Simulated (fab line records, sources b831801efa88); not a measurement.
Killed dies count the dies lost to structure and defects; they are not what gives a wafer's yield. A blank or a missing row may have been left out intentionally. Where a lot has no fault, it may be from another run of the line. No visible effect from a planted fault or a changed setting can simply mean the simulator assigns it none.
fab line records + flow sky130
record:
- lots: 11
- wafers: 33
- last-day: 50
route steps=708 shown LDD_HVP@287 CAP2M@604 PASSIVATION@693 PAD_OPEN@702
lots that met no fault: taken from a fault-free run of the same line
start-h: hours from the record's first day to the start of the lot's first wafer shown + wait-h: hours since the lot's step before + " as in the row above + L1.1+2: a row that stands for several wafers + - no value, or no start was given + * or withheld: withheld + < > ~ a bound
route shown NAME@n: names a module that has steps shown in the file, with the first one's number in the route + usual: the fault-free wafers' mean and standard deviation + same: alike in all rows + chamber/n: place in a boat + sites: per-site readings + _std_site: standard deviation of those values + _edge_site: outer sites' mean less inner sites' + radius-mm: how far each site lies from the wafer's centre + mask NAME#n: copy n + behind: the most recent tool/chamber to have shaped the wafer + hold: why the lot was held/for how many hours/how that ended + device: names the non-switching transistor (n, p or np) + end of line: the route-end tests of the same wafers + a step with no rows: only its recipe + killed: count of dies lost to structure and defects at first sort (not the wafer's yield) + map: shows each die of a wafer: x if killed, . if not, _ if none is there
set.NAME: the setting as run; set.NAME@STEP: as run at that earlier step + model.NAME: the simulator's own value behind a step, which no gauge read
a sample of lots followed through the steps of the route, with each step as a table and each wafer as a row
services: from which hour (start-h, from the record's first day; less than 0 if before it) a tool's chamber was out of use, for how many hours, and why
== steps ==
step: SKY_LDD_HVP_STRIP_09
recipe:
- chemistry: O2/N2
- power-w: 1400
- pressure-mtorr: 1500
- platen-temp-c: withheld
- o2-flow-sccm: 3000
- n2-flow-sccm: 300
- overash-fraction: 0.5
usual:
- chamber-pressure-mTorr: 1500.0/1.4
- drypump-motor-current-A: 5.59/0.27
- o2-flow-sccm: 3002/9
- oes-product-au: 0.409/0.0049
- strip-time-to-endpoint-s: 4.140/0.014
| lot.wafer | tool            | chamber | start-h | wait-h | chamber-pressure-mTorr | drypump-motor-current-A | o2-flow-sccm | oes-product-au | rf-hours-counter-h | strip-time-to-endpoint-s |
|-----------|-----------------|---------|---------|--------|------------------------|-------------------------|--------------|----------------|--------------------|--------------------------|
| L512.1    | plasma-asher-02 | 0       | 510.06  | 0.1    | 1500.0                 | 5.16                    | 3003         | 0.411          | 82                 | 4.131                    |
| L512.2    | "               | 1       | "       | "      | 1500.6                 | 5.89                    | 2999         | 0.413          | 82                 | 4.149                    |
| L512.5    | "               | 1       | "       | "      | 1499.5                 | 5.94                    | 3001         | 0.403          | -                  | 4.141                    |
| L514.1    | plasma-asher-01 | 1       | 535.43  | 0.1    | 1499.2                 | 5.74                    | 3011         | 0.403          | 41                 | 4.172                    |
| L514.4    | "               | 0       | "       | "      | 1498.3                 | 5.49                    | 3017         | 0.412          | -                  | 4.166                    |
| L514.5    | "               | 1       | "       | "      | 1501.9                 | 5.76                    | 3015         | 0.414          | -                  | 4.167                    |
| L515.2    | plasma-asher-02 | 0       | 539.71  | 0.1    | 1500.1                 | 5.19                    | 3003         | 0.404          | 85                 | 4.130                    |
| L515.5    | "               | 1       | "       | "      | 1500.7                 | 5.91                    | 3005         | 0.406          | -                  | 4.131                    |
| L515.6    | "               | 0       | "       | "      | 1500.6                 | 5.20                    | 3000         | 0.408          | -                  | 4.139                    |
| L516.3    | plasma-asher-04 | 0       | 547.55  | 0.1    | 1499.6                 | 5.33                    | 3005         | 0.408          | -                  | 4.149                    |
| L516.4    | "               | 1       | "       | "      | 1500.7                 | 5.86                    | 2988         | 0.408          | -                  | 4.147                    |
| L516.6    | "               | 0       | "       | "      | 1500.2                 | 5.35                    | 2996         | 0.407          | -                  | 4.158                    |
| L517.1    | plasma-asher-01 | 0       | 557.36  | 0.1    | 1498.6                 | 5.49                    | 3010         | 0.401          | 44                 | 4.144                    |
| L517.5    | "               | 1       | "       | "      | 1500.6                 | 5.74                    | 3010         | 0.413          | -                  | 4.143                    |
| L517.6    | "               | 0       | "       | "      | 1501.3                 | 5.45                    | 3001         | 0.403          | -                  | 4.116                    |
| L520.1    | plasma-asher-04 | 1       | 583.61  | 0.1    | 1498.5                 | 5.87                    | 3012         | 0.406          | 75                 | 4.134                    |
| L520.2    | "               | 0       | "       | "      | 1501.2                 | 5.35                    | 3003         | 0.421          | 75                 | 4.152                    |
| L520.6    | "               | 0       | "       | "      | 1501.0                 | 5.34                    | 3014         | 0.407          | -                  | 4.142                    |
| L519.2    | plasma-asher-02 | 1       | 585.51  | 0.1    | 1500.6                 | 5.91                    | 2992         | 0.406          | 90                 | 4.143                    |
| L519.3    | "               | 0       | "       | "      | 1500.8                 | 5.16                    | 3001         | 0.412          | -                  | 4.123                    |
| L519.5    | "               | 0       | "       | "      | 1502.1                 | 5.18                    | 3010         | 0.403          | -                  | 4.154                    |
| L525.1    | plasma-asher-02 | 0       | 623.63  | 0.1    | 1500.2                 | 5.18                    | 2990         | 0.406          | 93                 | 4.119                    |
| L525.2    | "               | 1       | "       | "      | 1500.3                 | 5.97                    | 2994         | 0.414          | 93                 | 4.140                    |
| L525.5    | "               | 1       | "       | "      | 1502.6                 | 5.90                    | 2998         | 0.404          | -                  | 4.129                    |
| L524.2    | plasma-asher-02 | 0       | 624.41  | 0.1    | 1498.8                 | 5.20                    | 3002         | 0.400          | 93                 | 4.157                    |
| L524.3    | "               | 0       | "       | "      | 1499.8                 | 5.20                    | 3007         | 0.416          | -                  | 4.159                    |
| L524.6    | "               | 1       | "       | "      | 1501.5                 | 5.88                    | 3014         | 0.404          | -                  | 4.162                    |
| L531.2    | plasma-asher-01 | 0       | 670.16  | 0.1    | 1498.4                 | 5.47                    | 2998         | 0.408          | 54                 | 4.134                    |
| L531.5    | "               | 0       | "       | "      | 1498.9                 | 5.46                    | 2997         | 0.418          | -                  | 4.138                    |
| L531.6    | "               | 1       | "       | "      | 1501.5                 | 5.74                    | 2992         | 0.404          | -                  | 4.142                    |
| L533.3    | plasma-asher-04 | 0       | 690.71  | 0.1    | 1499.9                 | 5.34                    | 3009         | 0.405          | -                  | 4.130                    |
| L533.4    | "               | 1       | "       | "      | 1500.7                 | 5.91                    | 3007         | 0.417          | -                  | 4.138                    |
| L533.6    | "               | 0       | "       | "      | 1500.4                 | 5.34                    | 3001         | 0.411          | -                  | 4.123                    |
step: SKY_CAP2M_THK_MEAS_01
recipe:
- reads: SiO2_of_CAP2M_CVD_00
usual:
- CAP2M_CVD_00_THK: 15.54/0.24
| lot.wafer | tool          | chamber | start-h | wait-h | CAP2M_CVD_00_THK[nm] |
|-----------|---------------|---------|---------|--------|----------------------|
| L512.1    | film-metro-02 | -       | 944.46  | -      | 15.41                |
| L512.2    | "             | -       | "       | "      | 15.31                |
| L512.5    | "             | -       | "       | "      | 15.53                |
| L514.1    | film-metro-02 | -       | 966.50  | -      | 15.57                |
| L514.4    | "             | -       | "       | "      | 15.76                |
| L514.5    | "             | -       | "       | "      | 15.75                |
| L515.2    | film-metro-04 | -       | 966.83  | -      | 14.90                |
| L515.5    | "             | -       | "       | "      | 15.59                |
| L515.6    | "             | -       | "       | "      | 15.37                |
| L516.3    | film-metro-04 | -       | 972.98  | -      | 15.68                |
| L516.4    | "             | -       | "       | "      | 15.62                |
| L516.6    | "             | -       | "       | "      | 15.53                |
| L517.1    | film-metro-03 | -       | 983.38  | -      | 15.15                |
| L517.5    | "             | -       | "       | "      | 15.16                |
| L517.6    | "             | -       | "       | "      | 15.48                |
| L520.1    | film-metro-02 | -       | 1003.79 | -      | 15.51                |
| L520.2    | "             | -       | "       | "      | 15.65                |
| L520.6    | "             | -       | "       | "      | 15.82                |
| L519.2    | film-metro-02 | -       | 1007.22 | -      | 15.32                |
| L519.3    | "             | -       | "       | "      | 15.16                |
| L519.5    | "             | -       | "       | "      | 15.60                |
| L524.2    | film-metro-02 | -       | 1036.44 | -      | 15.48                |
| L524.3    | "             | -       | "       | "      | 15.05                |
| L524.6    | "             | -       | "       | "      | 15.79                |
| L525.1    | film-metro-03 | -       | 1037.46 | -      | 15.37                |
| L525.2    | "             | -       | "       | "      | 15.02                |
| L525.5    | "             | -       | "       | "      | 15.41                |
| L531.2    | film-metro-03 | -       | 1072.10 | -      | 15.65                |
| L531.5    | "             | -       | "       | "      | 15.85                |
| L531.6    | "             | -       | "       | "      | 15.71                |
| L533.3    | film-metro-04 | -       | 1089.29 | -      | 15.33                |
| L533.4    | "             | -       | "       | "      | 15.67                |
| L533.6    | "             | -       | "       | "      | 15.69                |
step: SKY_PASSIVATION_STRIP_12
recipe:
- chemistry: O2/N2
- power-w: 1400
- pressure-mtorr: 1500
- platen-temp-c: withheld
- overash-fraction: 0.7
- o2-flow-sccm: 3000
- n2-flow-sccm: 300
usual:
- chamber-pressure-mTorr: 1500.0/1.4
- drypump-motor-current-A: 5.58/0.3
- o2-flow-sccm: 3001/9
- oes-product-au: 0.661/0.0047
- strip-time-to-endpoint-s: 31.53/0.11
| lot.wafer | tool            | chamber | start-h | wait-h | chamber-pressure-mTorr | drypump-motor-current-A | o2-flow-sccm | oes-product-au | rf-hours-counter-h | strip-time-to-endpoint-s |
|-----------|-----------------|---------|---------|--------|------------------------|-------------------------|--------------|----------------|--------------------|--------------------------|
| L512.1    | plasma-asher-02 | 1       | 1065.33 | 0.1    | 1501.2                 | 5.91                    | 2976         | 0.661          | 31                 | 31.56                    |
| L512.2    | "               | 0       | "       | "      | 1499.6                 | 5.19                    | 3004         | 0.668          | 31                 | 31.44                    |
| L512.5    | "               | 0       | "       | "      | 1498.6                 | 5.22                    | 3003         | 0.661          | -                  | 31.57                    |
| L514.1    | plasma-asher-04 | 0       | 1085.39 | 0.1    | 1501.5                 | 5.33                    | 3004         | 0.661          | 2                  | 31.37                    |
| L514.4    | "               | 1       | "       | "      | 1499.2                 | 5.88                    | 3008         | 0.666          | -                  | 31.37                    |
| L514.5    | "               | 0       | "       | "      | 1500.2                 | 5.33                    | 3001         | 0.666          | -                  | 31.28                    |
| L515.2    | plasma-asher-01 | 1       | 1086.30 | 0.1    | 1501.8                 | 5.76                    | 3010         | 0.659          | 96                 | 31.62                    |
| L515.5    | "               | 0       | "       | "      | 1501.5                 | 5.47                    | 2981         | 0.655          | -                  | 31.61                    |
| L515.6    | "               | 1       | "       | "      | 1502.5                 | 5.78                    | 3011         | 0.663          | -                  | 31.61                    |
| L516.3    | plasma-asher-01 | 1       | 1091.96 | 0.1    | 1500.3                 | 5.73                    | 3009         | 0.655          | -                  | 31.58                    |
| L516.4    | "               | 0       | "       | "      | 1499.1                 | 5.49                    | 2995         | 0.665          | -                  | 31.46                    |
| L516.6    | "               | 1       | "       | "      | 1501.6                 | 5.74                    | 3009         | 0.659          | -                  | 31.47                    |
| L517.1    | plasma-asher-02 | 0       | 1098.14 | 0.1    | 1501.8                 | 5.21                    | 3002         | 0.654          | 34                 | 31.57                    |
| L517.5    | "               | 0       | "       | "      | 1498.5                 | 5.22                    | 2999         | 0.668          | -                  | 31.63                    |
| L517.6    | "               | 1       | "       | "      | 1499.1                 | 5.93                    | 3005         | 0.651          | -                  | 31.74                    |
| L520.1    | plasma-asher-02 | 0       | 1114.60 | 0.1    | 1499.5                 | 5.20                    | 2986         | 0.663          | 36                 | 31.72                    |
| L520.2    | "               | 1       | "       | "      | 1500.4                 | 5.89                    | 3009         | 0.655          | 36                 | 31.71                    |
| L520.6    | "               | 1       | "       | "      | 1499.9                 | 5.89                    | 3004         | 0.657          | -                  | 31.67                    |
| L519.2    | plasma-asher-02 | 1       | 1119.75 | 0.1    | 1499.1                 | 5.92                    | 3004         | 0.661          | 37                 | 31.51                    |
| L519.3    | "               | 0       | "       | "      | 1498.9                 | 5.18                    | 2989         | 0.662          | -                  | 31.39                    |
| L519.5    | "               | 1       | "       | "      | 1497.7                 | 5.93                    | 3004         | 0.659          | -                  | 31.30                    |
| L524.2    | plasma-asher-01 | 0       | 1145.08 | 0.1    | 1500.8                 | 5.45                    | 2988         | 0.666          | 102                | 31.61                    |
| L524.3    | "               | 1       | "       | "      | 1497.0                 | 5.74                    | 2999         | 0.652          | -                  | 31.44                    |
| L524.6    | "               | 1       | "       | "      | 1499.2                 | 5.73                    | 2996         | 0.664          | -                  | 31.53                    |
| L525.1    | plasma-asher-02 | 1       | 1145.15 | 0.1    | 1501.5                 | 5.89                    | 3015         | 0.661          | 39                 | 31.57                    |
| L525.2    | "               | 0       | "       | "      | 1502.5                 | 5.18                    | 3004         | 0.660          | 39                 | 31.49                    |
| L525.5    | "               | 0       | "       | "      | 1499.3                 | 5.18                    | 3008         | 0.658          | -                  | 31.59                    |
| L531.2    | plasma-asher-04 | 1       | 1174.00 | 0.1    | 1498.8                 | 5.90                    | 3010         | 0.658          | 9                  | 31.77                    |
| L531.5    | "               | 1       | "       | "      | 1499.5                 | 5.92                    | 3016         | 0.661          | -                  | 31.71                    |
| L531.6    | "               | 0       | "       | "      | 1501.0                 | 5.35                    | 2982         | 0.654          | -                  | 31.61                    |
| L533.3    | plasma-asher-04 | 1       | 1187.96 | 0.1    | 1501.1                 | 5.86                    | 2993         | 0.659          | -                  | 31.54                    |
| L533.4    | "               | 0       | "       | "      | 1501.4                 | 5.33                    | 3004         | 0.657          | -                  | 31.41                    |
| L533.6    | "               | 0       | "       | "      | 1499.3                 | 5.33                    | 3006         | 0.664          | -                  | 31.27                    |
step: SKY_PAD_OPEN_STRIP_08
recipe:
- chemistry: O2/N2
- power-w: 1400
- pressure-mtorr: 1500
- platen-temp-c: withheld
- overash-fraction: 0.7
- o2-flow-sccm: 3000
- n2-flow-sccm: 300
usual:
- chamber-pressure-mTorr: 1499.9/1.3
- drypump-motor-current-A: 5.9/0.49
- o2-flow-sccm: 3003/8.8
- oes-product-au: 0.663/0.0046
- strip-time-to-endpoint-s: 37.05/0.1
| lot.wafer | tool            | chamber | start-h | wait-h | chamber-pressure-mTorr | drypump-motor-current-A | o2-flow-sccm | oes-product-au | rf-hours-counter-h | strip-time-to-endpoint-s |
|-----------|-----------------|---------|---------|--------|------------------------|-------------------------|--------------|----------------|--------------------|--------------------------|
| L512.1    | plasma-asher-03 | 1       | 1086.98 | 0.1    | 1499.5                 | 5.8                     | 3003         | 0.661          | 66                 | 37.05                    |
| L512.2    | "               | 0       | "       | "      | 1501.8                 | 6.8                     | 2997         | 0.665          | 66                 | 37.05                    |
| L512.5    | "               | 0       | "       | "      | 1501.4                 | 6.8                     | 3000         | 0.672          | -                  | 37.00                    |
| L514.1    | plasma-asher-03 | 1       | 1106.43 | 0.1    | 1501.1                 | 5.8                     | 3006         | 0.654          | 68                 | 37.21                    |
| L514.4    | "               | 0       | "       | "      | 1499.6                 | 6.7                     | 2999         | 0.668          | -                  | 37.09                    |
| L514.5    | "               | 0       | "       | "      | 1498.8                 | 6.7                     | 3011         | 0.658          | -                  | 37.08                    |
| L515.2    | plasma-asher-03 | 0       | 1107.13 | 0.1    | 1500.3                 | 6.8                     | 3005         | 0.665          | 68                 | 36.87                    |
| L515.5    | "               | 0       | "       | "      | 1501.2                 | 6.8                     | 3007         | 0.664          | -                  | 36.88                    |
| L515.6    | "               | 1       | "       | "      | 1497.1                 | 5.8                     | 2999         | 0.662          | -                  | 36.90                    |
| L516.3    | plasma-asher-03 | 1       | 1112.46 | 0.1    | 1500.3                 | 5.8                     | 2991         | 0.664          | -                  | 37.00                    |
| L516.4    | "               | 0       | "       | "      | 1499.9                 | 6.7                     | 3006         | 0.656          | -                  | 37.02                    |
| L516.6    | "               | 0       | "       | "      | 1499.3                 | 6.7                     | 2996         | 0.659          | -                  | 36.95                    |
| L517.1    | plasma-asher-03 | 0       | 1118.57 | 0.1    | 1501.6                 | 6.8                     | 3013         | 0.656          | 69                 | 36.96                    |
| L517.5    | "               | 0       | "       | "      | 1496.7                 | 6.8                     | 3005         | 0.654          | -                  | 37.04                    |
| L517.6    | "               | 1       | "       | "      | 1500.3                 | 5.8                     | 3017         | 0.658          | -                  | 36.97                    |
| L520.1    | plasma-asher-03 | 0       | 1134.73 | 0.1    | 1500.1                 | 6.8                     | 2988         | 0.652          | 71                 | 37.11                    |
| L520.2    | "               | 1       | "       | "      | 1502.6                 | 5.8                     | 3000         | 0.662          | 71                 | 37.11                    |
| L520.6    | "               | 0       | "       | "      | 1499.8                 | 6.7                     | 2988         | 0.661          | -                  | 37.10                    |
| L519.2    | plasma-asher-01 | 0       | 1138.93 | 0.1    | 1500.7                 | 5.5                     | 3000         | 0.667          | 101                | 37.02                    |
| L519.3    | "               | 1       | "       | "      | 1499.4                 | 5.8                     | 2994         | 0.654          | -                  | 37.21                    |
| L519.5    | "               | 0       | "       | "      | 1498.2                 | 5.5                     | 3004         | 0.658          | -                  | 37.20                    |
| L524.2    | plasma-asher-01 | 0       | 1163.23 | 0.1    | 1500.5                 | 5.5                     | 3001         | 0.661          | 102                | 37.07                    |
| L524.3    | "               | 1       | "       | "      | 1500.7                 | 5.8                     | 2999         | 0.657          | -                  | 37.13                    |
| L524.6    | "               | 1       | "       | "      | 1499.5                 | 5.8                     | 3002         | 0.664          | -                  | 36.93                    |
| L525.1    | plasma-asher-03 | 0       | 1163.58 | 0.1    | 1501.3                 | 6.8                     | 3002         | 0.664          | 74                 | 37.05                    |
| L525.2    | "               | 1       | "       | "      | 1499.0                 | 5.8                     | 3002         | 0.660          | 74                 | 37.07                    |
| L525.5    | "               | 0       | "       | "      | 1500.9                 | 6.8                     | 3002         | 0.666          | -                  | 36.98                    |
| L531.2    | plasma-asher-04 | 0       | 1190.89 | 0.1    | 1499.2                 | 5.3                     | 2986         | 0.669          | 11                 | 37.10                    |
| L531.5    | "               | 0       | "       | "      | 1500.3                 | 5.3                     | 2990         | 0.658          | -                  | 37.08                    |
| L531.6    | "               | 1       | "       | "      | 1500.5                 | 5.9                     | 3013         | 0.671          | -                  | 37.03                    |
| L533.3    | plasma-asher-04 | 0       | 1203.51 | 0.1    | 1498.2                 | 5.3                     | 3009         | 0.671          | -                  | 37.26                    |
| L533.4    | "               | 1       | "       | "      | 1500.5                 | 5.9                     | 2996         | 0.665          | -                  | 37.26                    |
| L533.6    | "               | 0       | "       | "      | 1500.2                 | 5.4                     | 2997         | 0.669          | -                  | 37.17                    |
step: SKY_PAD_OPEN_PROBE_99
usual:
- killed_at_M0_to_M3: 43/6.5
- killed_at_M4_up: 3.2/1.9
- killed-at-contacts: 25/5.5
- killed-at-front-end: 14/4.2
- killed-at-other: 0.2/0.44
- killed-dies: 85/8.5
- killed-open: 47/7
- killed-short: 39/6.3
same:
- gross-dies: 492
- killed-at-back-side: 0
| lot.wafer | tool      | chamber | start-h | wait-h | killed_at_M0_to_M3 | killed_at_M4_up | killed-at-contacts | killed-at-front-end | killed-at-other | killed-dies | killed-open | killed-short |
|-----------|-----------|---------|---------|--------|--------------------|-----------------|--------------------|---------------------|-----------------|-------------|-------------|--------------|
| L517.1    | prober-02 | -       | 1120.79 | 0.1    | 51                 | 2               | 33                 | 13                  | 0               | 99          | 50          | 49           |
| L517.5    | prober-02 | -       | 1120.99 | 0.2    | 38                 | 4               | 35                 | 8                   | 0               | 85          | 49          | 36           |
| L517.6    | prober-02 | -       | 1121.04 | 0.2    | 46                 | 5               | 30                 | 17                  | 0               | 98          | 61          | 37           |
| L524.2    | prober-01 | -       | 1165.53 | 0.1    | 43                 | 2               | 27                 | 9                   | 0               | 81          | 47          | 34           |
| L524.3    | prober-01 | -       | 1165.58 | 0.2    | 43                 | 4               | 22                 | 16                  | 0               | 85          | 49          | 36           |
| L524.6    | prober-01 | -       | 1165.73 | 0.2    | 50                 | 2               | 18                 | 75                  | 0               | 145         | 42          | 39           |
| L525.1    | prober-02 | -       | 1166.27 | 0.1    | 46                 | 4               | 23                 | 14                  | 0               | 87          | 48          | 39           |
| L525.2    | prober-02 | -       | 1166.32 | 0.1    | 41                 | 2               | 16                 | 87                  | 0               | 146         | 34          | 45           |
| L525.5    | prober-02 | -       | 1166.47 | 0.2    | 36                 | 4               | 24                 | 84                  | 0               | 148         | 42          | 39           |
killed by level:class
L517.1 CONTACT:geometric-particle:open=15 VIA1:geometric-particle:open=10 VIA2:geometric-particle:open=8 METAL2:geometric-particle:short=7 VIA3:geometric-particle:short=7 VIA2:geometric-particle:short=6 CONTACT:geometric-particle:short=5 LOCAL_INTERCONNECT:geometric-particle:short=5
L517.5 LI_CONTACT:geometric-particle:open=12 CONTACT:geometric-particle:short=8 VIA1:geometric-particle:open=8 CONTACT:geometric-particle:open=7 VIA3:geometric-particle:open=5 LI_CONTACT:geometric-particle:short=5 METAL2:geometric-particle:short=5 VIA2:geometric-particle:open=4
L517.6 LI_CONTACT:geometric-particle:open=13 VIA1:geometric-particle:open=10 VIA2:geometric-particle:open=10 VIA1:geometric-particle:short=6 LOCAL_INTERCONNECT:geometric-particle:short=5 CONTACT:geometric-particle:open=5 FIELD_ISO:geometric-particle:open=4 CONTACT:geometric-particle:short=4
L524.2 CONTACT:geometric-particle:open=10 VIA3:geometric-particle:open=9 CONTACT:geometric-particle:short=8 VIA1:geometric-particle:open=8 VIA2:geometric-particle:open=6 LOCAL_INTERCONNECT:geometric-particle:short=4 VIA1:geometric-particle:short=4 METAL1:geometric-particle:open=4
L524.3 VIA1:geometric-particle:open=16 VIA2:geometric-particle:open=9 CONTACT:geometric-particle:open=7 FIELD_ISO:geometric-particle:short=5 LI_CONTACT:geometric-particle:open=5 CONTACT:geometric-particle:short=5 METAL1:geometric-particle:short=5 METAL2:geometric-particle:short=4
L524.6 LDD_HVP:unspecified=64 VIA1:geometric-particle:open=12 VIA2:geometric-particle:open=9 VIA1:geometric-particle:short=7 CONTACT:geometric-particle:short=7 METAL1:geometric-particle:short=5 METAL2:geometric-particle:short=5 FIELD_ISO:geometric-particle:open=4
L525.1 VIA1:geometric-particle:open=13 VIA2:geometric-particle:open=9 METAL1:geometric-particle:short=7 LI_CONTACT:geometric-particle:open=7 CONTACT:geometric-particle:open=6 FIELD_ISO:geometric-particle:open=5 CONTACT:geometric-particle:short=5 METAL2:geometric-particle:short=4
L525.2 LDD_HVP:unspecified=67 POLY_GATE:geometric-particle:short=8 CONTACT:geometric-particle:open=7 METAL2:geometric-particle:short=7 VIA1:geometric-particle:open=6 VIA3:geometric-particle:short=6 VIA1:geometric-particle:short=5 LI_CONTACT:geometric-particle:open=5
L525.5 LDD_HVP:unspecified=67 CONTACT:geometric-particle:open=13 VIA2:geometric-particle:open=8 VIA1:geometric-particle:short=8 LOCAL_INTERCONNECT:geometric-particle:short=6 FIELD_ISO:geometric-particle:open=5 VIA1:geometric-particle:open=5 METAL2:geometric-particle:short=4
== services ==
| tool            | chamber | start-h | hours | kind       |
|-----------------|---------|---------|-------|------------|
| plasma-asher-04 | -       | 498.43  | 7.4   | repair     |
| plasma-asher-03 | -       | 514.66  | 2.8   | pm         |
| plasma-asher-02 | -       | 606.63  | 0.4   | repair     |
| plasma-asher-01 | -       | 631.41  | 4.5   | repair     |
| plasma-asher-02 | -       | 678.21  | 2.9   | repair     |
| plasma-asher-02 | -       | 733.75  | 9.0   | pm         |
| plasma-asher-02 | 0       | 733.75  | 9.0   | vent-cycle |
| plasma-asher-02 | 1       | 733.75  | 9.0   | vent-cycle |
| plasma-asher-03 | -       | 741.45  | 3.0   | repair     |
| plasma-asher-02 | -       | 775.72  | 0.8   | repair     |
| plasma-asher-01 | -       | 801.73  | 1.7   | repair     |
| plasma-asher-02 | -       | 823.45  | 1.0   | repair     |
| plasma-asher-01 | -       | 851.04  | 1.6   | repair     |
| plasma-asher-02 | -       | 858.89  | 6.4   | repair     |
| plasma-asher-04 | -       | 866.52  | 2.8   | pm         |
| plasma-asher-01 | -       | 905.07  | 11.0  | repair     |
| plasma-asher-04 | -       | 956.04  | 5.2   | repair     |
| plasma-asher-01 | -       | 977.57  | 0.7   | repair     |
| plasma-asher-01 | -       | 987.59  | 0.6   | repair     |
| plasma-asher-02 | -       | 1034.80 | 1.3   | repair     |
| plasma-asher-04 | -       | 1055.25 | 9.0   | pm         |
| plasma-asher-04 | -       | 1100.04 | 14.6  | pm         |
| plasma-asher-01 | -       | 1147.40 | 14.6  | pm         |
| plasma-asher-01 | -       | 1173.34 | 2.8   | pm         |
== key ==
first-sign:
- step: SKY_PAD_OPEN_PROBE_99
- reading: killed-at-front-end
- direction: up
- sigmas: 16
- usual: 14
- struck: 82
effect:
- step: SKY_PAD_OPEN_PROBE_99
- reading: killed-dies
- direction: up
- sigmas: 7.2
- usual: 85
- struck: 146
met-at SKY_LDD_HVP_STRIP_09
struck-lots L524,L525
struck-wafers L524.6,L525.2,L525.5
tester-left-out L524,L525
not-acting-at SKY_CAP2M_THK_MEAS_01,SKY_PASSIVATION_STRIP_12,SKY_PAD_OPEN_STRIP_08
onset-between 585.51 623.63
fault:
- kind: chamber-particle-source
- tool: plasma-asher-02
- chamber: 1
- onset-h: 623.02
- steps: SKY_LDD_HVP_STRIP_09
- rate-per-visit-cm2: 1.2917
- end-h: 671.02
tester-left-out: of these lots the tester's yield and bins aren't shown, on N5 and GAA mostly nor the transistor test; their killed dies are dies lost to structure and defects alone, not to doping, threshold or leakage, so they don't give the yield
